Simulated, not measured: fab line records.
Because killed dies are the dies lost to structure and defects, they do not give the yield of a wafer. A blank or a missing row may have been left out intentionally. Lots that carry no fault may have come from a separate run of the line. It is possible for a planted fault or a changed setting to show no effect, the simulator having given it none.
Which tool is to blame? / flow sky130 / 11 lots with 33 wafers sampled at 6 steps, on a route of 708 steps

WHAT THE GAUGES READ, wafer by wafer
No reading from a measuring or inspecting step in the record can be judged against a usual standard deviation.

WHICH TOOL RAN EACH LOT (tool, then ch and the chambers of the sampled wafers, then the start)
lot=L729; SKY_FIELD_ISO_ETCH_14=rie_diel-02 ch 0,1,2, day 2 04:47; SKY_FIELD_ISO_CMP_27=cmp-01 ch 1,2,3, day 2 10:50; SKY_DNWELL_STRIP_08=plasma_asher-02 ch 1, day 3 05:32; SKY_PWDE_COAT_02=litho_track-02 ch 0, day 3 13:22; SKY_PWDE_STRIP_09=plasma_asher-04 ch 0,1, day 3 22:08; SKY_PAD_OPEN_PROBE_99=-
lot=L730; SKY_FIELD_ISO_ETCH_14=rie_diel-01 ch 0,1,3, day 2 09:44; SKY_FIELD_ISO_CMP_27=cmp-01 ch 0,3, day 2 17:32; SKY_DNWELL_STRIP_08=plasma_asher-03 ch 0,1, day 3 11:05; SKY_PWDE_COAT_02=litho_track-01 ch 0, day 3 19:43; SKY_PWDE_STRIP_09=plasma_asher-03 ch 0,1, day 4 03:02; SKY_PAD_OPEN_PROBE_99=-
lot=L732; SKY_FIELD_ISO_ETCH_14=rie_diel-04 ch 1,2,3, day 2 18:46; SKY_FIELD_ISO_CMP_27=cmp-01 ch 1,2, day 2 23:51; SKY_DNWELL_STRIP_08=plasma_asher-03 ch 0,1, day 3 18:50; SKY_PWDE_COAT_02=litho_track-01 ch 0, day 4 02:07; SKY_PWDE_STRIP_09=plasma_asher-04 ch 0,1, day 4 10:40; SKY_PAD_OPEN_PROBE_99=-
lot=L735; SKY_FIELD_ISO_ETCH_14=rie_diel-01 ch 0,3, day 3 16:16; SKY_FIELD_ISO_CMP_27=cmp-01 ch 2,3, day 3 21:20; SKY_DNWELL_STRIP_08=plasma_asher-02 ch 0,1, day 4 16:50; SKY_PWDE_COAT_02=litho_track-01 ch 0, day 5 00:53; SKY_PWDE_STRIP_09=plasma_asher-03 ch 0,1, day 5 10:40; SKY_PAD_OPEN_PROBE_99=prober-02, day 47 11:02
lot=L733; SKY_FIELD_ISO_ETCH_14=rie_diel-02 ch 0,3, day 3 16:32; SKY_FIELD_ISO_CMP_27=cmp-01 ch 0,3, day 3 21:38; SKY_DNWELL_STRIP_08=plasma_asher-01 ch 0,1, day 4 17:06; SKY_PWDE_COAT_02=litho_track-03 ch 0, day 5 01:41; SKY_PWDE_STRIP_09=plasma_asher-02 ch 0,1, day 5 10:55; SKY_PAD_OPEN_PROBE_99=prober-02, day 47 15:05
lot=L736; SKY_FIELD_ISO_ETCH_14=rie_diel-01 ch 1,2, day 3 22:10; SKY_FIELD_ISO_CMP_27=cmp-01 ch 0,2,3, day 4 04:19; SKY_DNWELL_STRIP_08=plasma_asher-02 ch 0,1, day 4 23:01; SKY_PWDE_COAT_02=litho_track-01 ch 0, day 5 07:49; SKY_PWDE_STRIP_09=plasma_asher-02 ch 0,1, day 5 16:34; SKY_PAD_OPEN_PROBE_99=prober-01, day 47 19:42
lot=L739; SKY_FIELD_ISO_ETCH_14=rie_diel-04 ch 0,1,3, day 4 07:46; SKY_FIELD_ISO_CMP_27=cmp-02 ch 0,1,3, day 4 11:21; SKY_DNWELL_STRIP_08=plasma_asher-02 ch 0,1, day 5 06:39; SKY_PWDE_COAT_02=litho_track-01 ch 0, day 5 15:05; SKY_PWDE_STRIP_09=plasma_asher-03 ch 0,1, day 6 01:11; SKY_PAD_OPEN_PROBE_99=prober-02, day 48 03:28
lot=L744; SKY_FIELD_ISO_ETCH_14=rie_diel-02 ch 0,1, day 5 11:13; SKY_FIELD_ISO_CMP_27=cmp-01 ch 1,2,3, day 5 14:46; SKY_DNWELL_STRIP_08=plasma_asher-01 ch 0,1, day 6 12:10; SKY_PWDE_COAT_02=litho_track-03 ch 0, day 6 21:30; SKY_PWDE_STRIP_09=plasma_asher-02 ch 0,1, day 7 07:16; SKY_PAD_OPEN_PROBE_99=-
lot=L746; SKY_FIELD_ISO_ETCH_14=rie_diel-04 ch 2,3, day 5 20:58; SKY_FIELD_ISO_CMP_27=cmp-02 ch 0,1, day 6 01:52; SKY_DNWELL_STRIP_08=plasma_asher-02 ch 0,1, day 6 23:19; SKY_PWDE_COAT_02=litho_track-03 ch 0, day 7 08:38; SKY_PWDE_STRIP_09=plasma_asher-02 ch 1, day 7 19:07; SKY_PAD_OPEN_PROBE_99=-
lot=L750; SKY_FIELD_ISO_ETCH_14=rie_diel-02 ch 0,1,2, day 6 18:35; SKY_FIELD_ISO_CMP_27=cmp-01 ch 0,1, day 7 01:18; SKY_DNWELL_STRIP_08=plasma_asher-02 ch 0, day 8 00:44; SKY_PWDE_COAT_02=litho_track-03 ch 0, day 8 10:42; SKY_PWDE_STRIP_09=plasma_asher-04 ch 0, day 8 21:34; SKY_PAD_OPEN_PROBE_99=prober-02, day 50 19:16
lot=L751; SKY_FIELD_ISO_ETCH_14=rie_diel-01 ch 1,3, day 6 23:56; SKY_FIELD_ISO_CMP_27=cmp-01 ch 1,2, day 7 05:29; SKY_DNWELL_STRIP_08=plasma_asher-02 ch 0,1, day 8 03:53; SKY_PWDE_COAT_02=litho_track-02 ch 0, day 8 14:31; SKY_PWDE_STRIP_09=plasma_asher-02 ch 0,1, day 9 01:34; SKY_PAD_OPEN_PROBE_99=-
- SKY_FIELD_ISO_ETCH_14: etches BARC in N2/H2, stops on SiO2, time 45.9 s, target depth 60 nm.
- SKY_FIELD_ISO_CMP_27: polishes, stops on Si3N4, t overpolish 16 s, target thk 457.8 nm.
- SKY_DNWELL_STRIP_08: strips in O2/N2.
- SKY_PWDE_COAT_02: resist thk 3000 nm.
- SKY_PWDE_STRIP_09: strips in O2/N2.
- SKY_PAD_OPEN_PROBE_99

AS READ BY THE TOOLS THEMSELVES (means over the sampled wafers that have a number; for cases with no such wafer, the mark the record gives instead)
SKY_FIELD_ISO_ETCH_14. Usual: chamber_pressure_mTorr 30.00 mTorr, standard deviation 0.038; drypump_motor_current_A 5.6 A, standard deviation 0.41; h2_flow_sccm 200.1 sccm, standard deviation 0.64; oes_product_au 0.856 a.u., standard deviation 0.005; rf_fwd_power_W 495.1 W, standard deviation 1.7; throttle_valve_pct 13.225 %, standard deviation 0.0092.
lot=L729; tool=rie_diel-02; chamber_pressure_mTorr (mTorr)=29.99; drypump_motor_current_A (A)=6.0; h2_flow_sccm (sccm)=200.5; oes_product_au (a.u.)=0.852; rf_fwd_power_W (W)=494.0; throttle_valve_pct (%)=13.221; flag=
lot=L730; tool=rie_diel-01; chamber_pressure_mTorr (mTorr)=29.99; drypump_motor_current_A (A)=5.3; h2_flow_sccm (sccm)=199.3; oes_product_au (a.u.)=0.854; rf_fwd_power_W (W)=494.0; throttle_valve_pct (%)=13.232; flag=
lot=L732; tool=rie_diel-04; chamber_pressure_mTorr (mTorr)=29.98; drypump_motor_current_A (A)=5.5; h2_flow_sccm (sccm)=200.0; oes_product_au (a.u.)=0.849; rf_fwd_power_W (W)=496.6; throttle_valve_pct (%)=13.221; flag=
lot=L735; tool=rie_diel-01; chamber_pressure_mTorr (mTorr)=30.01; drypump_motor_current_A (A)=5.5; h2_flow_sccm (sccm)=199.7; oes_product_au (a.u.)=0.853; rf_fwd_power_W (W)=494.6; throttle_valve_pct (%)=13.229; flag=
lot=L733; tool=rie_diel-02; chamber_pressure_mTorr (mTorr)=30.00; drypump_motor_current_A (A)=6.0; h2_flow_sccm (sccm)=200.3; oes_product_au (a.u.)=0.863; rf_fwd_power_W (W)=495.4; throttle_valve_pct (%)=13.227; flag=
lot=L736; tool=rie_diel-01; chamber_pressure_mTorr (mTorr)=30.08; drypump_motor_current_A (A)=5.1; h2_flow_sccm (sccm)=200.9; oes_product_au (a.u.)=0.854; rf_fwd_power_W (W)=496.1; throttle_valve_pct (%)=13.227; flag=
lot=L739; tool=rie_diel-04; chamber_pressure_mTorr (mTorr)=30.01; drypump_motor_current_A (A)=5.3; h2_flow_sccm (sccm)=199.8; oes_product_au (a.u.)=0.853; rf_fwd_power_W (W)=494.6; throttle_valve_pct (%)=13.227; flag=
lot=L744; tool=rie_diel-02; chamber_pressure_mTorr (mTorr)=29.98; drypump_motor_current_A (A)=6.2; h2_flow_sccm (sccm)=199.2; oes_product_au (a.u.)=0.847; rf_fwd_power_W (W)=495.6; throttle_valve_pct (%)=13.220; flag=
lot=L746; tool=rie_diel-04; chamber_pressure_mTorr (mTorr)=30.01; drypump_motor_current_A (A)=5.5; h2_flow_sccm (sccm)=199.6; oes_product_au (a.u.)=0.858; rf_fwd_power_W (W)=495.7; throttle_valve_pct (%)=13.225; flag=
lot=L750; tool=rie_diel-02; chamber_pressure_mTorr (mTorr)=29.98; drypump_motor_current_A (A)=6.0; h2_flow_sccm (sccm)=199.9; oes_product_au (a.u.)=0.858; rf_fwd_power_W (W)=495.3; throttle_valve_pct (%)=13.229; flag=
lot=L751; tool=rie_diel-01; chamber_pressure_mTorr (mTorr)=30.01; drypump_motor_current_A (A)=5.1; h2_flow_sccm (sccm)=200.2; oes_product_au (a.u.)=0.859; rf_fwd_power_W (W)=495.3; throttle_valve_pct (%)=13.221; flag=

SKY_FIELD_ISO_CMP_27. Usual: motor_current_A 12.6 A, standard deviation 1.3; overpolish_run_s 16.000 s, standard deviation 0.0092; platen_rpm 59.99 rpm, standard deviation 0.041; time_to_endpoint_s 114 s, standard deviation 4.7.
lot=L729; tool=cmp-01; motor_current_A (A)=12.8; overpolish_run_s (s)=15.994; platen_rpm (rpm)=59.94; time_to_endpoint_s (s)=109; flag=
lot=L730; tool=cmp-01; motor_current_A (A)=12.2; overpolish_run_s (s)=16.010; platen_rpm (rpm)=60.04; time_to_endpoint_s (s)=111; flag=
lot=L732; tool=cmp-01; motor_current_A (A)=13.3; overpolish_run_s (s)=15.993; platen_rpm (rpm)=60.04; time_to_endpoint_s (s)=114; flag=
lot=L735; tool=cmp-01; motor_current_A (A)=11.9; overpolish_run_s (s)=16.009; platen_rpm (rpm)=59.99; time_to_endpoint_s (s)=111; flag=
lot=L733; tool=cmp-01; motor_current_A (A)=13.6; overpolish_run_s (s)=15.994; platen_rpm (rpm)=60.02; time_to_endpoint_s (s)=112; flag=
lot=L736; tool=cmp-01; motor_current_A (A)=12.6; overpolish_run_s (s)=15.999; platen_rpm (rpm)=59.96; time_to_endpoint_s (s)=114; flag=
lot=L739; tool=cmp-02; motor_current_A (A)=11.2; overpolish_run_s (s)=16.002; platen_rpm (rpm)=59.96; time_to_endpoint_s (s)=115; flag=
lot=L744; tool=cmp-01; motor_current_A (A)=12.8; overpolish_run_s (s)=15.996; platen_rpm (rpm)=59.98; time_to_endpoint_s (s)=109; flag=
lot=L746; tool=cmp-02; motor_current_A (A)=11.7; overpolish_run_s (s)=15.994; platen_rpm (rpm)=59.98; time_to_endpoint_s (s)=117; flag=
lot=L750; tool=cmp-01; motor_current_A (A)=13.9; overpolish_run_s (s)=15.991; platen_rpm (rpm)=60.00; time_to_endpoint_s (s)=110; flag=
lot=L751; tool=cmp-01; motor_current_A (A)=12.7; overpolish_run_s (s)=15.997; platen_rpm (rpm)=60.00; time_to_endpoint_s (s)=117; flag=

SKY_DNWELL_STRIP_08. Usual: chamber_pressure_mTorr 1500.0 mTorr, standard deviation 1.4; drypump_motor_current_A 5.8 A, standard deviation 0.49; oes_product_au 0.722 a.u., standard deviation 0.0046; strip_time_to_endpoint_s 36.95 s, standard deviation 0.1.
lot=L729; tool=plasma_asher-02; chamber_pressure_mTorr (mTorr)=1500.8; drypump_motor_current_A (A)=5.7; oes_product_au (a.u.)=0.722; strip_time_to_endpoint_s (s)=36.98; flag=
lot=L730; tool=plasma_asher-03; chamber_pressure_mTorr (mTorr)=1499.4; drypump_motor_current_A (A)=5.9; oes_product_au (a.u.)=0.724; strip_time_to_endpoint_s (s)=37.01; flag=
lot=L732; tool=plasma_asher-03; chamber_pressure_mTorr (mTorr)=1499.9; drypump_motor_current_A (A)=5.8; oes_product_au (a.u.)=0.720; strip_time_to_endpoint_s (s)=37.06; flag=
lot=L735; tool=plasma_asher-02; chamber_pressure_mTorr (mTorr)=1500.3; drypump_motor_current_A (A)=5.4; oes_product_au (a.u.)=0.721; strip_time_to_endpoint_s (s)=36.89; flag=
lot=L733; tool=plasma_asher-01; chamber_pressure_mTorr (mTorr)=1499.8; drypump_motor_current_A (A)=6.2; oes_product_au (a.u.)=0.724; strip_time_to_endpoint_s (s)=36.91; flag=
lot=L736; tool=plasma_asher-02; chamber_pressure_mTorr (mTorr)=1500.2; drypump_motor_current_A (A)=5.2; oes_product_au (a.u.)=0.723; strip_time_to_endpoint_s (s)=36.86; flag=
lot=L739; tool=plasma_asher-02; chamber_pressure_mTorr (mTorr)=1500.6; drypump_motor_current_A (A)=5.4; oes_product_au (a.u.)=0.724; strip_time_to_endpoint_s (s)=37.01; flag=
lot=L744; tool=plasma_asher-01; chamber_pressure_mTorr (mTorr)=1499.1; drypump_motor_current_A (A)=6.2; oes_product_au (a.u.)=0.725; strip_time_to_endpoint_s (s)=36.84; flag=
lot=L746; tool=plasma_asher-02; chamber_pressure_mTorr (mTorr)=1500.8; drypump_motor_current_A (A)=5.4; oes_product_au (a.u.)=0.730; strip_time_to_endpoint_s (s)=36.98; flag=
lot=L750; tool=plasma_asher-02; chamber_pressure_mTorr (mTorr)=1499.4; drypump_motor_current_A (A)=4.9; oes_product_au (a.u.)=0.725; strip_time_to_endpoint_s (s)=37.03; flag=
lot=L751; tool=plasma_asher-02; chamber_pressure_mTorr (mTorr)=1498.8; drypump_motor_current_A (A)=5.2; oes_product_au (a.u.)=0.715; strip_time_to_endpoint_s (s)=36.97; flag=

SKY_PWDE_STRIP_09. Usual: chamber_pressure_mTorr 1500 mTorr, standard deviation 3.2; drypump_motor_current_A 5.5 A, standard deviation 0.37; oes_product_au 0.723 a.u., standard deviation 0.0043; strip_time_to_endpoint_s 36.95 s, standard deviation 0.1.
lot=L729; tool=plasma_asher-04; chamber_pressure_mTorr (mTorr)=1500; drypump_motor_current_A (A)=5.5; oes_product_au (a.u.)=0.726; strip_time_to_endpoint_s (s)=36.91; flag=
lot=L730; tool=plasma_asher-03; chamber_pressure_mTorr (mTorr)=1500; drypump_motor_current_A (A)=5.9; oes_product_au (a.u.)=0.722; strip_time_to_endpoint_s (s)=36.89; flag=
lot=L732; tool=plasma_asher-04; chamber_pressure_mTorr (mTorr)=1501; drypump_motor_current_A (A)=5.5; oes_product_au (a.u.)=0.724; strip_time_to_endpoint_s (s)=36.88; flag=
lot=L735; tool=plasma_asher-03; chamber_pressure_mTorr (mTorr)=1500; drypump_motor_current_A (A)=5.9; oes_product_au (a.u.)=0.722; strip_time_to_endpoint_s (s)=37.02; flag=
lot=L733; tool=plasma_asher-02; chamber_pressure_mTorr (mTorr)=1500; drypump_motor_current_A (A)=5.2; oes_product_au (a.u.)=0.727; strip_time_to_endpoint_s (s)=37.03; flag=
lot=L736; tool=plasma_asher-02; chamber_pressure_mTorr (mTorr)=1499; drypump_motor_current_A (A)=5.2; oes_product_au (a.u.)=0.668; strip_time_to_endpoint_s (s)=10.40; flag=OFF
lot=L739; tool=plasma_asher-03; chamber_pressure_mTorr (mTorr)=1499; drypump_motor_current_A (A)=5.9; oes_product_au (a.u.)=0.665; strip_time_to_endpoint_s (s)=10.40; flag=OFF
lot=L744; tool=plasma_asher-02; chamber_pressure_mTorr (mTorr)=1500; drypump_motor_current_A (A)=5.2; oes_product_au (a.u.)=0.727; strip_time_to_endpoint_s (s)=37.03; flag=
lot=L746; tool=plasma_asher-02; chamber_pressure_mTorr (mTorr)=1500; drypump_motor_current_A (A)=5.7; oes_product_au (a.u.)=0.724; strip_time_to_endpoint_s (s)=37.15; flag=
lot=L750; tool=plasma_asher-04; chamber_pressure_mTorr (mTorr)=1499; drypump_motor_current_A (A)=5.4; oes_product_au (a.u.)=0.722; strip_time_to_endpoint_s (s)=36.92; flag=
lot=L751; tool=plasma_asher-02; chamber_pressure_mTorr (mTorr)=1500; drypump_motor_current_A (A)=5.2; oes_product_au (a.u.)=0.722; strip_time_to_endpoint_s (s)=36.92; flag=

SKY_PAD_OPEN_PROBE_99. Usual: killed_at_M0_to_M3 42, standard deviation 7.4; killed_at_M4_up 3.3, standard deviation 2.1; killed_at_contacts 24, standard deviation 5.3; killed_at_front_end 15, standard deviation 4.5; killed_at_other 0.3, standard deviation 0.57; killed_dies 84, standard deviation 10; killed_on_rim 17, standard deviation 3.8; killed_open 46, standard deviation 7.5; killed_short 38, standard deviation 6.4.
lot=L735 tool=prober-02 killed_at_M0_to_M3=36 killed_at_M4_up=1.3 killed_at_contacts=21 killed_at_front_end=18 killed_at_other=0.0 killed_dies=76 killed_on_rim=15 killed_open=47 killed_short=29 flag=
lot=L733 tool=prober-02 killed_at_M0_to_M3=36 killed_at_M4_up=3.0 killed_at_contacts=23 killed_at_front_end=18 killed_at_other=1.3 killed_dies=81 killed_on_rim=17 killed_open=42 killed_short=38 flag=
lot=L736 tool=prober-01 killed_at_M0_to_M3=49 killed_at_M4_up=4.0 killed_at_contacts=24 killed_at_front_end=414 killed_at_other=0.0 killed_dies=492 killed_on_rim=96 killed_open=52 killed_short=41 flag=OFF
lot=L739 tool=prober-02 killed_at_M0_to_M3=35 killed_at_M4_up=4.0 killed_at_contacts=29 killed_at_front_end=423 killed_at_other=0.3 killed_dies=492 killed_on_rim=96 killed_open=44 killed_short=36 flag=OFF
lot=L750 tool=prober-02 killed_at_M0_to_M3=34 killed_at_M4_up=3.0 killed_at_contacts=28 killed_at_front_end=19 killed_at_other=0.0 killed_dies=85 killed_on_rim=14 killed_open=50 killed_short=35 flag=

THE ANSWER, worked out from the rows above alone
Rule: a lot is off if the mean of its wafers that have a number lies more than 3 standard deviations from the usual mean. Also off: a lot with no number at a reading for which 4 or more lots have one. Where the step has rows for the other lots, those lots are counted as sound. First the gauges in route order, then the tools' own readings, where a lot's mean is used as printed above. At the first step where some lot is off, the reading lying furthest off is the one used; lots without a number count as furthest.
Off: L736, L739 (SKY_PWDE_STRIP_09, strip_time_to_endpoint_s).
A tool fits if, at that step or a process step before it, it ran every lot that is off, and no sound lot after the first of them. One fits: litho_track-01 at SKY_PWDE_COAT_02. Its last sound lot is L735 (day 5 00:53), its first lot that is off L736 (day 5 07:49): a fault that began between those two fits.

WHAT THE SIMULATOR HAD INSERTED
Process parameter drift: litho_track-01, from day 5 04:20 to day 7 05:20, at SKY_PWDE_COAT_02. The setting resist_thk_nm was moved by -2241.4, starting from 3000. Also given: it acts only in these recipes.
Lots struck among those shown: L736, L739. The rule above reached the same finding.
